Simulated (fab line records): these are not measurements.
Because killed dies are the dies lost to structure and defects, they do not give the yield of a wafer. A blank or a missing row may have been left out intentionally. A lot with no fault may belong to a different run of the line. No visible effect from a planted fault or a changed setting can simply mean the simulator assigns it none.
8D (eight disciplines) problem report, filled in by code ; flow sky130 ; the parts of the form that need people (team, actions taken, sign-off) are left out

1. WHAT WENT WRONG
developer temp C at SKY_CONTACT_DEVELOP_13 reads a mean of 21.66 C on 6 wafers of 2 lots; wafers without a fault read 21.00 C with a standard deviation of 0.11. That puts it +6.0 standard deviations away from the usual mean.
The step: develop time 60 s.
The first sign was on wafer L132.1 at day 33 12:00, on litho track-02. The record holds 39 wafers of 13 lots with a number at this step. The rule behind "out" and "out of limits": a value lying over 4 standard deviations away from the usual mean. The other wafers with a number count as sound.

2. WHAT THIS IS AND IS NOT
question;is;is not
which readings at this step;developer temp C;-
which lots;L132, L136;L127, L129, L130, L142, L143, L144, L145, L146, L147, L149, L150
which wafers of those lots;all that have a number;-
read on which tools;litho track-02;litho track-03, litho track-04
when;from day 33 12:00;"up to then (9 sound wafers); but 24 sound wafers of L142, L143, L144, L145, L146, L147, L149, L150 came after"

3. SUSPECTS, AND WHAT RULES EACH OUT
Counting: a tool at any process step up to the reading remains a suspect when it ran all the lots that are out and ran no sound lot after the first of those.
- litho track-02 at SKY_CONTACT_DEVELOP_13 (develop time 60 s): ruled out as a lasting fault. After its first lot that is out, L132 (day 33 12:00), sound lots L143, L145, L147, L150 ran on it.
Left after counting: nothing in the record.

4. THE CAUSE (what the simulator had put in)
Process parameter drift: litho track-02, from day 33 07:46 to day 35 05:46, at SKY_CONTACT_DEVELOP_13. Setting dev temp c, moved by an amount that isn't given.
Counting ruled it out, wrongly.

5. SEQUENCE OF EFFECTS, ordered by route
Each row: a reading whose mean over the struck wafers that have a number lies more than 3 standard deviations from the usual. Only readings whose record carries a usual standard deviation are examined. hours: median over the lots of the time between each lot's start at the first step of this table that gives one and its start at this step. sigmas: the change, counted in usual standard deviations.
hours;step;reading;usual;on struck wafers;change;sigmas
0;SKY_CONTACT_DEVELOP_13;developer temp C;21.00 C;21.66;+0.66;+6.0
Here are the process steps it includes:
- SKY_CONTACT_DEVELOP_13: develop time 60 s.

6. WHAT WOULD HAVE CAUGHT IT SOONER
4 hours passed between the start of the fault at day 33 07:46 and the first reading out of limits in this record, taken at day 33 12:00.
